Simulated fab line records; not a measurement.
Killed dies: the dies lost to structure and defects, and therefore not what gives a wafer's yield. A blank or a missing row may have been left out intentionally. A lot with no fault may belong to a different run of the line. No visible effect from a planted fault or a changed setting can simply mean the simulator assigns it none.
Chamber matching :: flow gf180mcu :: rie_si-01 running GF_STI_ETCH_14: 4 sister chambers
The step etches Si in HBr/Cl2/O2, target depth 360 nm, time 102.9 s. 8 wafers are shown with their chamber, then 8 later ones without.

== EACH WAFER AND ITS CHAMBER ==
wafer: L596.4
chamber: 0
drypump_motor_current_A (A): 6.0
he_backside_leak_sccm (sccm): 2.94

wafer: L600.1
chamber: 3
drypump_motor_current_A (A): 5.0
he_backside_leak_sccm (sccm): 2.78

wafer: L600.2
chamber: 2
drypump_motor_current_A (A): 5.4
he_backside_leak_sccm (sccm): 2.75

wafer: L600.4
chamber: 0
drypump_motor_current_A (A): 5.9
he_backside_leak_sccm (sccm): 2.92

wafer: L601.1
chamber: 3
drypump_motor_current_A (A): 5.0
he_backside_leak_sccm (sccm): 2.85

wafer: L601.2
chamber: 2
drypump_motor_current_A (A): 5.4
he_backside_leak_sccm (sccm): 2.66

wafer: L601.3
chamber: 1
drypump_motor_current_A (A): 4.9
he_backside_leak_sccm (sccm): 2.28

wafer: L603.2
chamber: 1
drypump_motor_current_A (A): 4.9
he_backside_leak_sccm (sccm): 2.34

== WAFERS WITH NO CHAMBER GIVEN ==
wafer: L603.3
drypump_motor_current_A (A): 5.9
he_backside_leak_sccm (sccm): 2.93

wafer: L603.6
drypump_motor_current_A (A): 5.9
he_backside_leak_sccm (sccm): 2.80

wafer: L607.1
drypump_motor_current_A (A): 5.0
he_backside_leak_sccm (sccm): 2.68

wafer: L607.5
drypump_motor_current_A (A): 4.9
he_backside_leak_sccm (sccm): 2.40

wafer: L607.6
drypump_motor_current_A (A): 5.9
he_backside_leak_sccm (sccm): 2.85

wafer: L608.3
drypump_motor_current_A (A): 4.9
he_backside_leak_sccm (sccm): 2.24

wafer: L608.5
drypump_motor_current_A (A): 5.4
he_backside_leak_sccm (sccm): 2.33

wafer: L608.6
drypump_motor_current_A (A): 5.1
he_backside_leak_sccm (sccm): 2.87

== CHAMBER TAKEN BY EACH ==
wafer: L603.3
from the rows above: 0
in truth: 0

wafer: L603.6
from the rows above: 0
in truth: 0

wafer: L607.1
from the rows above: 3
in truth: 3

wafer: L607.5
from the rows above: 1
in truth: 1

wafer: L607.6
from the rows above: 0
in truth: 0

wafer: L608.3
from the rows above: 1
in truth: 1

wafer: L608.5
from the rows above: 2
in truth: 2

wafer: L608.6
from the rows above: 3
in truth: 3
8 of 8 placed correctly. From these rows, 0 cannot be placed. Number placed wrongly: 0.
How it was worked out, from the rows above alone: a wafer's distance from a chamber is the root of the sum, over the readings, of the square of ((its reading less the chamber's mean) divided by the reading's scatter). If the next closest chamber is less than 2 further off than the closest, the wafer can't be placed; otherwise it belongs to the closest. For every chamber, the mean is computed from those of its wafers that are shown. The scatter is the square root of a quotient: the sum, over the shown wafers, of each reading's squared deviation from its chamber's mean, divided by wafers minus chambers.
